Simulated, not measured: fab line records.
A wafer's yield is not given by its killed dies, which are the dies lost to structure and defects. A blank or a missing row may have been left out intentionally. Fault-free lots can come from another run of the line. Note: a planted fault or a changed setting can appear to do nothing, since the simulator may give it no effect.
Which tool is to blame? || flow gf180mcu || 7 lots, 21 wafers sampled, at 1 step of a route of 602

== WHAT EACH GAUGE READ, for each wafer ==
GF_STI_THK_MEAS_04.
{"lot": "L845", "measured": "day 1 18:34", "on": "film_metro-04", "STI_CVD_03_THK (nm)": "204.5 205.8 205.4"}
{"lot": "L848", "measured": "day 2 10:20", "on": "film_metro-02", "STI_CVD_03_THK (nm)": "207.6 206.6 209.1"}
{"lot": "L851", "measured": "day 3 00:34", "on": "film_metro-02", "STI_CVD_03_THK (nm)": "209.7 208.7 210.5"}
{"lot": "L857", "measured": "day 4 06:35", "on": "film_metro-04", "STI_CVD_03_THK (nm)": "206.2 205.7 207.3"}
{"lot": "L862", "measured": "day 5 07:34", "on": "film_metro-02", "STI_CVD_03_THK (nm)": "207.8 204.8 206.7"}
{"lot": "L864", "measured": "day 5 17:34", "on": "film_metro-02", "STI_CVD_03_THK (nm)": "208.0 208.0 208.5"}
{"lot": "L866", "measured": "day 6 03:37", "on": "film_metro-04", "STI_CVD_03_THK (nm)": "205.2 205.2 205.9"}

== EACH LOT AND THE TOOL THAT RAN IT (in order: tool; ch and the chambers of the sampled wafers; start) ==
The record holds no process step before these readings.

== THE ANSWER, worked out from the rows above alone ==
Rule: the lots themselves supply what counts as usual. The widest of any qualifying gaps counts: lots, ordered by their means at a reading, are off when they make up no more than a third of the lots, leave a main group of 4 or more, and stand apart from it by 3 or more times the standard deviation of that group's means. A main group whose means are all the same, to the digits that the tables above print for the reading, isn't used. Also off: a lot with no number at a reading for which 4 or more lots have one. All remaining lots with rows at the step are treated as sound.
None of the lots is off at any reading shown; this tells nothing.

== WHAT THE SIMULATOR HAD INSERTED ==
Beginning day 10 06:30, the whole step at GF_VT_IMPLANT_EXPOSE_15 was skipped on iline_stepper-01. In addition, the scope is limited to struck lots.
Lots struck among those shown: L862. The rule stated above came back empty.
